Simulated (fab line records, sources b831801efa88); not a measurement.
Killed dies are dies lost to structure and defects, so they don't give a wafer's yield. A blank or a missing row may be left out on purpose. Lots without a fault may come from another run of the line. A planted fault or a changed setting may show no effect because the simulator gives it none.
fab line records | flow sky130
record lots=14 wafers=42 last_day=50
route steps=708 shown FIELD_ISO@19
lots that met no fault: from a run of the same line without faults
start_h: hours from the record's first day to the start of the lot's first wafer shown | wait_h: hours since the lot's step before | " the same as in the row above | L1.1+2: a row that stands for several wafers | - no value, or no start given | * or withheld: withheld | < > ~ a bound
route shown NAME@n: a module of which the file shows steps, and the number in the route of the first | usual: mean/standard deviation of fault-free wafers | same: alike in all rows | chamber/n: place in a boat | sites: the reading at each site | _std_site: their standard deviation | _edge_site: outer sites' mean less inner sites' | radius_mm: how far each site lies from the wafer's centre | mask NAME#n: copy n | behind: the tool/chamber that last shaped the wafer | hold: why the lot was held/for how many hours/how that ended | device: the transistor (n, p or np) that didn't switch | end of line: the same wafers' tests at the end of the route | a step without rows: its recipe alone | killed: dies lost to structure and defects at the first sort, not the wafer's yield | map: a wafer's dies, x killed, . not, _ none there
set.NAME: the setting as run; set.NAME@STEP: as run at that earlier step | model.NAME: the simulator's own value behind a step, which no gauge read
steps of the route over a sample of lots; a table a step, a row a wafer
services: from which hour (start_h, from the record's first day; less than 0 if before it) a tool's chamber was out of use, for how many hours, and why
## steps
# step SKY_FIELD_ISO_WET_ETCH_18
# recipe chemistry=H3PO4 target_depth_nm=25 temp_c=160 target=Si3N4 time_s=286
# usual bath_guard_temp_C=160.3/0.53 bath_heat_duty_pct=27.0/2.5 time_s=286/0
# columns lot.wafer tool chamber start_h wait_h bath_guard_temp_C bath_heat_duty_pct time_s
L413.2 wet_bench-02 1 28.79 0.0 159.9 25.1 286
L413.4 " 1 " " 160.1 23.0 286
L413.5 " 1 " " 160.3 23.8 286
L414.1 wet_bench-03 1 33.95 0.0 159.8 25.5 286
L414.3 " 1 " " 160.1 23.8 286
L414.6 " 1 " " 160.0 24.6 286
L415.1 wet_bench-03 3 39.75 0.0 159.6 27.5 286
L415.3 " 3 " " 159.7 28.4 286
L415.6 " 3 " " 160.0 26.7 286
L416.1 wet_bench-01 3 44.03 0.0 159.9 31.3 286
L416.5 " 3 " " 159.8 32.3 286
L416.6 " 3 " " 159.6 33.0 286
L419.1 wet_bench-01 0 62.29 0.0 161.2 26.2 286
L419.4 " 0 " " 161.2 27.8 286
L419.5 " 0 " " 161.3 28.5 286
L420.1 wet_bench-02 3 65.59 0.0 159.7 25.3 286
L420.2 " 3 " " 159.8 25.6 286
L420.3 " 3 " " 160.1 25.0 286
L421.2 wet_bench-02 2 71.35 0.0 - - -
L421.5 " 2 " " - - -
L421.6 " 2 " " - - -
L422.2 wet_bench-01 0 75.63 0.0 - - -
L422.4 " 0 " " - - -
L422.5 " 0 " " - - -
L424.1 wet_bench-02 3 88.78 0.0 160.0 23.2 286
L424.2 " 3 " " 160.1 24.8 286
L424.3 " 3 " " 160.0 23.2 286
L431.1 wet_bench-01 0 121.80 0.0 160.9 26.3 286
L431.4 " 0 " " 161.1 27.8 286
L431.5 " 0 " " 161.5 26.3 286
L432.2 wet_bench-01 2 129.60 0.0 160.4 26.6 286
L432.3 " 2 " " 160.5 24.5 286
L432.5 " 2 " " 160.4 25.7 286
L434.1 wet_bench-03 0 137.68 0.0 159.6 31.0 286
L434.2 " 0 " " 159.9 31.8 286
L434.3 " 0 " " 160.3 31.4 286
L435.2 wet_bench-01 0 143.30 0.0 161.1 27.5 286
L435.3 " 0 " " 161.2 26.7 286
L435.6 " 0 " " 161.1 24.6 286
L436.2 wet_bench-03 0 150.69 0.0 160.0 30.7 286
L436.3 " 0 " " 159.6 30.0 286
L436.5 " 0 " " 160.0 30.2 286
## services
# columns tool chamber start_h hours kind
wet_bench-03 - 121.43 1.0 repair
## key
first_sign step=SKY_FIELD_ISO_WET_ETCH_18 reading=tool_record direction=missing
effect none on later readings
met_at SKY_FIELD_ISO_WET_ETCH_18
struck_lots L421,L422
later_rows_left_out L421.2,L421.5,L421.6,L422.2,L422.4,L422.5
sort_left_out L421.2,L421.5,L421.6,L422.2,L422.4,L422.5
tester_left_out L421,L422
onset_between 65.59 71.35
fault kind=skipped_step_whole tool=wet_bench-01,wet_bench-02 chamber=- onset_h=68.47 steps=SKY_FIELD_ISO_WET_ETCH_18 scope=struck_lots_only
# tester_left_out: of these lots the tester's yield and bins aren't shown, on N5 and GAA mostly nor the transistor test; their killed dies are dies lost to structure and defects alone, not to doping, threshold or leakage, so they don't give the yield
# sort_left_out: the simulated sort isn't trusted on such a fault, so these wafers' sort isn't shown, and their yield isn't known
# later_rows_left_out: the simulator's readings of these wafers behind a module that went badly wrong aren't trusted and aren't shown, but for the sort
